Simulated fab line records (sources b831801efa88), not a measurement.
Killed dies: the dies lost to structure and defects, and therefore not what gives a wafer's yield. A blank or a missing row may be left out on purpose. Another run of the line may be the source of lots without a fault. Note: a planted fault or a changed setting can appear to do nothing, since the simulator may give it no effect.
A single fault, viewed from 2 desks / flow sky130 / numbers are kept per desk, each desk with only its own; the story behind them comes last

== TOOL OWNER'S DESK, lithoTrack-02 ==
The tool's own readings at SKY_VT_ADJUST_LVTN_SOFTBAKE_14 (time 60 s): means of the sampled wafers that have a number, for each lot that ran on this tool. The brackets show how far a lot's mean lies from the usual mean; more than 4 standard deviations puts the lot out of limits, marked OUT.
Columns: A = heaterPowerTotalW at SKY_VT_ADJUST_LVTN_SOFTBAKE_14, usual 56.60 W; B = plateTempC at SKY_VT_ADJUST_LVTN_SOFTBAKE_14, usual 90.02 C
lot=L889; first seen here=day 7 12:29; A=56.60; B=90.08
lot=L891; first seen here=day 8 02:30; A=56.63; B=89.95
lot=L897; first seen here=day 9 19:42; A=56.61; B=90.08
lot=L900; first seen here=day 10 16:50; A=56.65; B=90.17
lot=L906; first seen here=day 12 17:12; A=56.63; B=89.88
lot=L909; first seen here=day 13 09:20; A=51.93 (-99 or more) OUT; B=84.71 (-35) OUT
lot=L910; first seen here=day 13 10:35; A=51.96 (-99 or more) OUT; B=84.85 (-34) OUT
Finding of this desk: L909, L910 out of limits; the first was L909 at day 13 09:20, on heaterPowerTotalW at SKY_VT_ADJUST_LVTN_SOFTBAKE_14. Within limits: L889, L891, L897, L900, L906.

== METROLOGY DESK ==
Means of the sampled wafers that have a number, per lot and without regard to the tool the lot ran on: this is what the gauges read. The brackets show how far a lot's mean lies from the usual mean; more than 4 standard deviations puts the lot out of limits, marked OUT.
Columns: A = PWDE_OVL at SKY_PWDE_OVL_MEAS_07, usual 0.0 nm; B = NWELL_01_OVL at SKY_NWELL_OVL_MEAS_23, usual 0.2 nm
lot=L889; first seen here=day 4 02:08; A=1.0; B=0.1
lot=L891; first seen here=day 4 14:40; A=-0.1; B=-0.7
lot=L892; first seen here=day 4 21:29; A=-0.4; B=-0.2
lot=L893; first seen here=day 4 23:38; A=0.3; B=-0.2
lot=L897; first seen here=day 5 22:02; A=0.6; B=-1.6
lot=L898; first seen here=day 6 03:07; A=-2.6; B=0.5
lot=L900; first seen here=day 6 17:17; A=-0.6; B=1.8
lot=L902; first seen here=day 7 16:43; A=0.1; B=0.9
lot=L906; first seen here=day 8 08:50; A=-0.1; B=-0.5
lot=L909; first seen here=day 8 23:33; A=0.6; B=-0.3
lot=L910; first seen here=day 9 00:12; A=0.4; B=-1.6
lot=L911; first seen here=day 9 05:49; A=-1.3; B=-0.6
Finding of this desk: none of the 12 lots has anything out of limits.

== TAKEN TOGETHER ==
The tool owner's desk could have raised an alarm at day 13 09:20, on L909, L910.
Metrology desk: nothing out of limits seen.
The metrology desk has L909, L910 on record, within its limits.
Every lot named ran SKY_VT_ADJUST_LVTN_SOFTBAKE_14 on lithoTrack-02.

== WHAT THE SIMULATOR HAD INSERTED ==
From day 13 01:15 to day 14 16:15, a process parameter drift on lithoTrack-02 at SKY_VT_ADJUST_LVTN_SOFTBAKE_14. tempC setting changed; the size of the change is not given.
Struck lots among those shown: L909, L910.
Delay in hours, fault start to first out-of-limits reading, by desk: the tool owner's desk at 8.
